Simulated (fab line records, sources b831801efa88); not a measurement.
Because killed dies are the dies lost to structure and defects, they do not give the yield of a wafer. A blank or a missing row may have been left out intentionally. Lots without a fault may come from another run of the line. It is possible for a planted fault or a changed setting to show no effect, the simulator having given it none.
Which tool is to blame? + flow sky130 + 10 lots, 30 wafers sampled, at 2 steps of a route of 708

== WHAT THE GAUGES READ, wafer by wafer ==
SKY_LI_CONTACT_THK_MEAS_01.
| lot  | measured     | on            | LI_CONTACT_HDPCVD_THK (nm) |
|------|--------------|---------------|----------------------------|
| L254 | day 29 17:14 | film-metro-03 | 924 932 928                |
| L253 | day 29 17:22 | film-metro-04 | 953 946 950                |
| L255 | day 29 18:51 | film-metro-01 | 923 921 927                |
| L259 | day 31 03:14 | film-metro-03 | 935 938 931                |
| L263 | day 32 21:53 | film-metro-04 | 913 917 917                |
| L264 | day 32 23:05 | film-metro-04 | 926 921 927                |
| L266 | day 33 06:56 | film-metro-01 | 921 928 929                |
| L270 | day 34 18:59 | film-metro-01 | 923 923 940                |
| L271 | day 35 15:12 | film-metro-01 | 935 934 928                |
| L272 | day 35 16:11 | film-metro-01 | 944 917 928                |

== WHAT TOOL EACH LOT RAN ON (gives the tool, then ch and the chambers of the sampled wafers, and finally the start) ==
| lot  | SKY_RES_XHIGH_STRIP_08               |
|------|--------------------------------------|
| L254 | plasma-asher-01 ch 0,1, day 28 11:18 |
| L253 | plasma-asher-01 ch 0,1, day 28 11:38 |
| L255 | plasma-asher-02 ch 0,1, day 28 13:43 |
| L259 | plasma-asher-03 ch 0,1, day 29 22:25 |
| L263 | plasma-asher-02 ch 0,1, day 31 18:04 |
| L264 | plasma-asher-02 ch 0,1, day 31 19:38 |
| L266 | plasma-asher-03 ch 0,1, day 32 02:30 |
| L270 | plasma-asher-01 ch 0,1, day 33 15:24 |
| L271 | plasma-asher-01 ch 0,1, day 34 11:24 |
| L272 | plasma-asher-02 ch 0,1, day 34 12:32 |
- SKY_RES_XHIGH_STRIP_08: strips in O2/N2.

== THE ANSWER, worked out from the rows above alone ==
Rule: what is usual is taken from the lots themselves. Put in order of their means at a reading, lots are off if they are a third of the lots or fewer, leave a main group of 4 or more, and stand apart from it by a gap of 3 or more times the standard deviation of the main group's means; of several such gaps the widest counts. The tables above print the reading to a certain number of digits; a main group whose means all agree to those digits is not used. Also off: a lot with no number at a reading for which 4 or more lots have one. Any other lot the step has rows for is counted as sound.
No lot is off on any of the readings shown, so nothing can be concluded from this.

== WHAT THE SIMULATOR HAD INSERTED ==
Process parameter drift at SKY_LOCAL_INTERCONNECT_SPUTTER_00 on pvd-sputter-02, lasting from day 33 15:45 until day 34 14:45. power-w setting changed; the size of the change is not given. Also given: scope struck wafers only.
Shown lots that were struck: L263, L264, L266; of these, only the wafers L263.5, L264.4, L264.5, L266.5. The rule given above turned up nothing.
